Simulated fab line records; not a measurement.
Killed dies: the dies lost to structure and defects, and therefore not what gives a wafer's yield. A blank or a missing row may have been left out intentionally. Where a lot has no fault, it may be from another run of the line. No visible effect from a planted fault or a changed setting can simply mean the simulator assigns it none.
Struck lot and sound lot, side by side || flow sky130 || 13 steps out of a route of 708
Sound: wafers L300.3, L300.4, L300.6. Wafers L292.1, L292.3, L292.4 were the ones struck. At the end, the cause is stated.
Order at every step that has rows: each side's tool, ch and its chambers, its first start. Under that, the readings that differ: sound wafers || struck wafers || difference of the means || sigmas: that difference in standard deviations of wafers without a fault.
alike: words and numbers the same on both sides, and readings whose means are apart by under 2 such deviations; not compared: readings that were withheld, readings missing a value for some wafer, numbers with overlapping values and no deviation given by the record, and bounds like >300 which may hide the same value.
A row with sigmas, a row that says differs or no value, or rows on one side alone: a step with any of these is where the two part. When numbers do not overlap yet have no deviation, they are printed without sigmas and do not part them. A reading missing from all wafers of one side parts the sides only when that side holds two or more wafers.

SKY_VIA3_CD_MEAS_12 targets a cd of 200 nm.
  sound on cd_sem-02, day 45 11:23; struck on cd_sem-02, day 43 08:35
  alike: cd_nm
SKY_VIA3_OVL_MEAS_13:
  sound on overlay-02, day 45 11:28; struck on overlay-01, day 43 08:43
  alike: VIA3_OVL
SKY_VIA3_ETCH_14: etches BARC in N2/H2, stops on SiO2, time 45.9 s, target depth 60 nm.
  sound on rie_diel-04 ch 1,2, day 45 11:30; struck on rie_diel-02 ch 0,2,3, day 43 08:45
  alike: drypump_motor_current_A, oes_product_au, throttle_valve_pct
  not compared: rf_hours_counter_h
SKY_VIA3_ETCH_15: etches SiO2 in C4F8/O2/Ar, stops on TiN, target depth 507 nm, time 78 s.
  sound on rie_diel-04 ch 1,2, day 45 11:32; struck on rie_diel-02 ch 0,2,3, day 43 08:47
  alike: oes_product_au
  not compared: rf_hours_counter_h
SKY_VIA3_STRIP_16: strips in O2/N2.
  sound on plasma_asher-02 ch 0,1, day 45 11:38; struck on plasma_asher-01 ch 0,1, day 43 08:51
  alike: drypump_motor_current_A, oes_product_au, strip_time_to_endpoint_s
  not compared: rf_hours_counter_h
then, 3 steps without rows for these wafers: SKY_VIA3_STRIP_17 (strips in post etch residue remover, time 1200 s); SKY_VIA3_CLEAN_18 (cleans in IPA, time 180 s); SKY_VIA3_CLEAN_19 (cleans in O3/DIW).
SKY_VIA3_SPUTTER_20: material TiN, target thk 20 nm, time 80 s.
  sound on pvd_sputter-02, day 45 12:11; struck on pvd_sputter-02, day 43 09:27
  alike: throttle_valve_pct
SKY_VIA3_CVD_21: deposits W, target thk 390 nm, time 117.31 s.
  sound on cvd_w-02 ch 0,1, day 45 12:17; struck on cvd_w-01 ch 0,1, day 43 09:31
  alike: heater_power_w
SKY_VIA3_RS_MEAS_22: uses a four-point probe to measure.
  sound on film_metro-03, day 45 12:25; struck on film_metro-03, day 43 09:38
  alike: VIA3_W_RS
SKY_VIA3_THK_MEAS_23: measures by xrf.
  sound on film_metro-03, day 45 12:31; struck on film_metro-03, day 43 09:45
  alike: VIA3_W_THK
SKY_VIA3_CMP_24: polishes, stops on SiO2, t overpolish 20 s, target thk 0 nm.
  sound on cmp-02 ch 0,2,3, day 45 12:33; struck on cmp-01 ch 1,2,3, day 43 09:49
  no value came back on the struck wafers for any of 7 readings (edge_zone_pressure_frac, head_pressure_psi (psi) and others); on the sound wafers edge_zone_pressure_frac reads 1.007 0.999 1.012
{"reading": "model.W_of_VIA3_CVD_21.thk_nm (nm)", "sound": "0 0 0", "struck": "389.4 394.9 390.1", "difference": "+391.5", "sigmas": ""}
{"reading": "model.SiO2_of_VIA3_HDPCVD_00.thk_nm (nm)", "sound": "460.7 459.7 460.7", "struck": "464.9 465 465.2", "difference": "+4.7", "sigmas": ""}

WHERE THEY PART
At SKY_VIA3_CMP_24 and nowhere else, as far as this record goes.

WHY: whatever the simulator had introduced
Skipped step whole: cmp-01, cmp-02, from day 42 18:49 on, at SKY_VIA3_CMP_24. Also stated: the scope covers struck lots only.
